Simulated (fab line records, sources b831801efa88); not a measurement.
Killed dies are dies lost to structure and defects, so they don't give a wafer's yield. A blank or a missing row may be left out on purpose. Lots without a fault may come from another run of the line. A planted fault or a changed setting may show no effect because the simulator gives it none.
Which tool did it? | flow sky130 | 13 lots, 39 wafers sampled, at 5 steps of a route of 708

WHAT THE GAUGES READ, wafer by wafer
SKY_PWDE_TW_MEAS_10.
lot  | measured    | on            | PWDE_TW
L748 | day 4 06:01 | film_metro-03 | 375 375 376
L749 | day 4 08:00 | film_metro-03 | 377 376 375
L751 | day 4 13:40 | film_metro-03 | 376 377 376
L752 | day 5 01:13 | film_metro-04 | 380 382 379
L754 | day 5 06:07 | film_metro-04 | 377 381 378
L756 | day 5 16:12 | film_metro-03 | 376 376 375
L757 | day 5 23:16 | film_metro-04 | 379 376 379
L758 | day 6 04:29 | film_metro-02 | 370 369 368
L759 | day 6 10:35 | film_metro-03 | 376 372 374
L761 | day 7 01:28 | film_metro-04 | 384 381 384
L763 | day 7 11:19 | film_metro-03 | 376 377 376
L769 | day 8 19:14 | film_metro-03 | 377 377 377
L771 | day 9 13:52 | film_metro-03 | 378 377 376

SKY_VT_ADJUST_LVTN_TW_MEAS_10.
lot  | measured     | on            | VT_ADJUST_LVTN_TW
L748 | day 7 07:23  | film_metro-01 | 239.9 239.4 239.6
L749 | day 7 09:54  | film_metro-02 | 238.0 238.4 238.6
L751 | day 7 17:16  | film_metro-03 | 243.3 243.2 242.9
L752 | day 8 06:41  | film_metro-02 | 240.1 238.6 239.1
L754 | day 8 12:43  | film_metro-01 | 237.9 237.9 240.1
L756 | day 9 00:22  | film_metro-01 | 240.2 238.9 240.3
L757 | day 9 09:20  | film_metro-01 | 238.5 239.1 239.6
L758 | day 9 13:10  | film_metro-03 | 245.8 243.0 244.0
L759 | day 9 21:26  | film_metro-02 | 210.8 210.0 210.3
L761 | day 10 14:53 | film_metro-03 | 245.7 244.7 244.6
L763 | day 11 01:56 | film_metro-02 | 211.2 209.4 210.4
L769 | day 12 17:02 | film_metro-03 | 243.8 243.4 243.5
L771 | day 13 14:56 | film_metro-01 | 238.8 238.5 238.9

SKY_VT_ADJUST_LVTN_TW_MEAS_21.
lot  | measured     | on            | VT_ADJUST_LVTN_2_TW
L748 | day 8 02:23  | film_metro-03 | 189.6 190.6 189.6
L749 | day 8 04:26  | film_metro-02 | 185.9 185.2 186.3
L751 | day 8 13:14  | film_metro-01 | 186.4 186.6 186.4
L752 | day 9 03:16  | film_metro-03 | 189.1 187.8 189.7
L754 | day 9 10:53  | film_metro-01 | 186.2 186.8 186.9
L756 | day 9 22:19  | film_metro-02 | 186.3 186.7 186.1
L757 | day 10 07:29 | film_metro-01 | 186.3 187.5 186.9
L758 | day 10 12:25 | film_metro-01 | 186.9 186.7 186.5
L759 | day 10 20:36 | film_metro-01 | 186.9 187.3 186.3
L761 | day 11 14:46 | film_metro-03 | 191.0 191.2 191.1
L763 | day 12 02:17 | film_metro-01 | 187.7 186.3 186.5
L769 | day 13 18:02 | film_metro-02 | 187.6 187.6 188.1
L771 | day 14 17:34 | film_metro-03 | 190.2 190.9 190.5

SKY_VT_ADJUST_NCORE_CD_MEAS_07: target cd 380 nm.
lot  | measured     | on        | cd_nm (nm)
L748 | day 8 22:56  | cd_sem-02 | 379.0 380.9 380.8
L749 | day 9 01:17  | cd_sem-02 | 384.9 384.8 386.7
L751 | day 9 10:55  | cd_sem-01 | 381.1 381.2 381.7
L752 | day 10 00:53 | cd_sem-02 | 375.0 371.7 374.5
L754 | day 10 09:35 | cd_sem-01 | 380.1 382.2 379.4
L756 | day 10 21:27 | cd_sem-01 | 374.7 377.0 375.1
L757 | day 11 05:22 | cd_sem-02 | 380.5 377.9 381.1
L758 | day 11 11:21 | cd_sem-02 | 382.8 382.7 379.7
L759 | day 11 20:19 | cd_sem-01 | 379.6 378.0 382.0
L761 | day 12 14:44 | cd_sem-01 | 385.1 385.4 384.2
L763 | day 13 02:30 | cd_sem-01 | 382.3 379.4 381.8
L769 | day 14 20:13 | cd_sem-01 | 379.7 379.8 380.3
L771 | day 15 19:25 | cd_sem-02 | 380.5 375.7 377.5

WHICH TOOL RAN EACH LOT (tool, then ch and the chambers of the sampled wafers, then the start)
lot  | SKY_VT_ADJUST_LVTN_IMPLANT_08
L748 | implanter-04 ch 0, day 7 07:08
L749 | implanter-03 ch 0, day 7 09:40
L751 | implanter-03 ch 0, day 7 17:01
L752 | implanter-01 ch 0, day 8 06:27
L754 | implanter-04 ch 0, day 8 12:28
L756 | implanter-03 ch 0, day 9 00:08
L757 | implanter-01 ch 0, day 9 09:05
L758 | implanter-01 ch 0, day 9 12:55
L759 | implanter-01 ch 0, day 9 21:13
L761 | implanter-03 ch 0, day 10 14:39
L763 | implanter-01 ch 0, day 11 01:41
L769 | implanter-03 ch 0, day 12 16:47
L771 | implanter-03 ch 0, day 13 14:41
- SKY_VT_ADJUST_LVTN_IMPLANT_08

WHAT THE TOOLS THEMSELVES READ (means of the sampled wafers that have a number; where no wafer has one, the mark that the record gives instead)
SKY_VT_ADJUST_LVTN_IMPLANT_08.
lot  | tool         | dose_ions_cm2 | faraday_current_uA
L748 | implanter-04 | 1.5703e+12    | 8.76
L749 | implanter-03 | 1.5692e+12    | 8.90
L751 | implanter-03 | 1.5702e+12    | 9.04
L752 | implanter-01 | 1.5697e+12    | 8.98
L754 | implanter-04 | 1.5676e+12    | 9.07
L756 | implanter-03 | 1.5722e+12    | 8.72
L757 | implanter-01 | 1.5714e+12    | 8.91
L758 | implanter-01 | 1.5723e+12    | 8.83
L759 | implanter-01 | 9.9250e+11    | 5.58
L761 | implanter-03 | 1.5684e+12    | 8.60
L763 | implanter-01 | 9.9167e+11    | 5.62
L769 | implanter-03 | 1.5681e+12    | 8.83
L771 | implanter-03 | 1.5712e+12    | 8.94

THE ANSWER, worked out from the rows above alone
Rule: what is usual is taken from the lots themselves. Put in order of their means at a reading, lots are off if they are a third of the lots or fewer, leave a main group of 4 or more, and stand apart from it by a gap of 3 or more times the standard deviation of the main group's means; of several such gaps the widest counts. A main group whose means are all the same, to the digits that the tables above print for the reading, isn't used. A lot without any number at a reading at which 4 lots or more have one is off too. The other lots that the step has rows for count as sound. The gauges are gone through in route order, then the tools' own readings, and for those a lot's mean is taken as printed above. The first step at which some lot is off is used, and at that step the reading that is off furthest; a lot without a number counts as furthest.
Off: L759, L763, at SKY_VT_ADJUST_LVTN_TW_MEAS_10 (VT_ADJUST_LVTN_TW). The main group: mean 240.9, standard deviation 2.4.
A tool fits if, at a process step before that reading, it ran every lot that is off, and no sound lot after the first of them. The gauges at SKY_VT_ADJUST_LVTN_TW_MEAS_10 aren't tried: what is off there is off at SKY_VT_ADJUST_LVTN_IMPLANT_08 too, on other tools, and a gauge's error can't cause that. One fits: implanter-01 at SKY_VT_ADJUST_LVTN_IMPLANT_08. Its last sound lot is L758 (day 9 12:55), its first lot that is off L759 (day 9 21:13): a fault that began between those two fits.
The tool's own readings at SKY_VT_ADJUST_LVTN_IMPLANT_08 bear it out: on the lots that are off they differ by more than 5 times the standard deviation of the sound lots' means. dose_ions_cm2 reads 9.9208e+11 there against 1.5701e+12 on the sound lots; faraday_current_uA reads 5.60 there against 8.87 on the sound lots.

WHAT THE SIMULATOR HAD PUT IN
Process parameter drift: implanter-01, from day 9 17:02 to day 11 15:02, at SKY_VT_ADJUST_LVTN_IMPLANT_08. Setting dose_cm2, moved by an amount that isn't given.
Lots struck among those shown: L759, L763. The rule above found the same.
